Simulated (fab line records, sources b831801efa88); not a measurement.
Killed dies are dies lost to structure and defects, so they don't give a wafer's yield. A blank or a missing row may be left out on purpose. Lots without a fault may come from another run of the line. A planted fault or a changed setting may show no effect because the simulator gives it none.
Which tool did it? | flow sky130 | 11 lots, 33 wafers sampled, at 3 steps of a route of 708

WHAT THE GAUGES READ, wafer by wafer
SKY_RES_PROTECT_TW_MEAS_08.
lot  | measured     | on            | POLY_GATE_TW
L269 | day 16 02:03 | film_metro-01 | 4078 4081 4075
L270 | day 16 03:15 | film_metro-02 | 4043 3993 4008
L271 | day 18 02:31 | film_metro-03 | 4099 4098 4113
L275 | day 18 09:58 | film_metro-01 | 4076 4103 4083
L279 | day 19 07:38 | film_metro-02 | 4020 3987 3999
L283 | day 21 05:16 | film_metro-03 | 4093 4076 4083
L285 | day 21 11:07 | film_metro-01 | 4062 4038 4063
L286 | day 22 06:46 | film_metro-01 | 4070 4059 4063
L287 | day 22 11:38 | film_metro-03 | 4102 4091 4092
L288 | day 22 22:18 | film_metro-03 | 4099 4098 4084
L290 | day 23 10:05 | film_metro-02 | 4027 4031 4031

WHICH TOOL RAN EACH LOT (tool, then ch and the chambers of the sampled wafers, then the start)
lot  | SKY_SONOS_ONO_ETCH_15              | SKY_RES_PROTECT_STRIP_07
L269 | rie_diel-02 ch 0,1,2, day 13 14:26 | plasma_asher-04 ch 0,1, day 16 01:57
L270 | rie_diel-01 ch 0,3, day 13 17:35   | plasma_asher-01 ch 0,1, day 16 03:09
L271 | rie_diel-02 ch 0,2, day 15 14:34   | plasma_asher-04 ch 0,1, day 18 02:24
L275 | rie_diel-03 ch 0,1,2, day 15 18:07 | plasma_asher-01 ch 1, day 18 09:52
L279 | rie_diel-03 ch 0,1, day 16 12:58   | plasma_asher-04 ch 0,1, day 19 07:33
L283 | rie_diel-03 ch 2,3, day 18 08:22   | plasma_asher-04 ch 0,1, day 21 05:10
L285 | rie_diel-03 ch 0,1,3, day 18 15:07 | plasma_asher-04 ch 0,1, day 21 11:01
L286 | rie_diel-02 ch 1,3, day 19 11:07   | plasma_asher-04 ch 0,1, day 22 06:40
L287 | rie_diel-03 ch 1,2, day 19 18:25   | plasma_asher-03 ch 0,1, day 22 11:32
L288 | rie_diel-03 ch 1,2,3, day 20 03:37 | plasma_asher-01 ch 0,1, day 22 22:12
L290 | rie_diel-01 ch 0,1,2, day 20 15:01 | plasma_asher-03 ch 0,1, day 23 09:58
- SKY_SONOS_ONO_ETCH_15: etches the open film in CHF3/O2, target depth 19.52 nm, time 7.8 s.
- SKY_RES_PROTECT_STRIP_07: strips in O2/N2.

THE ANSWER, worked out from the rows above alone
Rule: what is usual is taken from the lots themselves. Put in order of their means at a reading, lots are off if they are a third of the lots or fewer, leave a main group of 4 or more, and stand apart from it by a gap of 3 or more times the standard deviation of the main group's means; of several such gaps the widest counts. A main group whose means are all the same, to the digits that the tables above print for the reading, isn't used. A lot without any number at a reading at which 4 lots or more have one is off too. The other lots that the step has rows for count as sound.
No lot is off at any reading shown: from this, nothing can be told.

WHAT THE SIMULATOR HAD PUT IN
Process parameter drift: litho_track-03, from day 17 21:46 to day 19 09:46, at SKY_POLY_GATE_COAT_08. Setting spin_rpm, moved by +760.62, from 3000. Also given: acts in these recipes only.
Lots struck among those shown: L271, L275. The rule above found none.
